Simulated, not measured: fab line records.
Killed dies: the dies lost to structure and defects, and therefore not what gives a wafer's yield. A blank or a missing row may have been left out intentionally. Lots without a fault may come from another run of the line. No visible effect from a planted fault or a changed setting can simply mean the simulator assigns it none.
Chamber matching | flow sky130 | SKY_LI_CONTACT_ETCH_14 on rie-diel-03 has 4 sister chambers
The step etches BARC in N2/H2, stops on SiO2, time 45.9 s, target depth 60 nm. 4 wafers are shown with their chamber, then 10 later ones without.

## EACH WAFER AND ITS CHAMBER
wafer  | chamber | drypump-motor-current-A (A)
L596.4 | 1       | 6.0
L596.6 | 3       | 5.9
L603.2 | 2       | 5.6
L603.5 | 0       | 6.0

## WAFERS WITHOUT THEIR CHAMBER
wafer  | drypump-motor-current-A (A)
L603.6 | 5.8
L606.1 | 6.0
L606.2 | 5.7
L606.6 | 6.0
L609.3 | 6.1
L609.5 | 5.9
L609.6 | 6.0
L611.2 | 6.1
L611.3 | 5.9
L611.4 | 5.6

## WHICH CHAMBER EACH ONE RAN IN
wafer  | from the rows above               | in truth
L603.6 | can't be placed: 3 or 0 or 1 or 2 | 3
L606.1 | can't be placed: 0 or 1 or 3      | 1
L606.2 | can't be placed: 2 or 3           | 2
L606.6 | can't be placed: 0 or 1 or 3      | 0
L609.3 | can't be placed: 0 or 1 or 3      | 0
L609.5 | can't be placed: 3 or 0 or 1      | 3
L609.6 | can't be placed: 0 or 1 or 3      | 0
L611.2 | can't be placed: 0 or 1 or 3      | 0
L611.3 | can't be placed: 3 or 0 or 1      | 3
L611.4 | 2                                 | 2
Correct placement for 1 of the 10. Can't be placed from these rows: 9 (the true chamber is among the candidates in 9). 0 placed wrongly.
How it was worked out, from the rows above alone: a wafer's distance from a chamber is the root of the sum, over the readings, of the square of ((its reading less the chamber's mean) divided by the reading's scatter). If the next closest chamber is less than 2 further off than the closest, the wafer can't be placed; otherwise it belongs to the closest. A chamber's mean is the mean of its shown wafers. The scatter: root of mean squared gap, hidden wafer to nearest shown wafer, with one shown wafer a chamber.
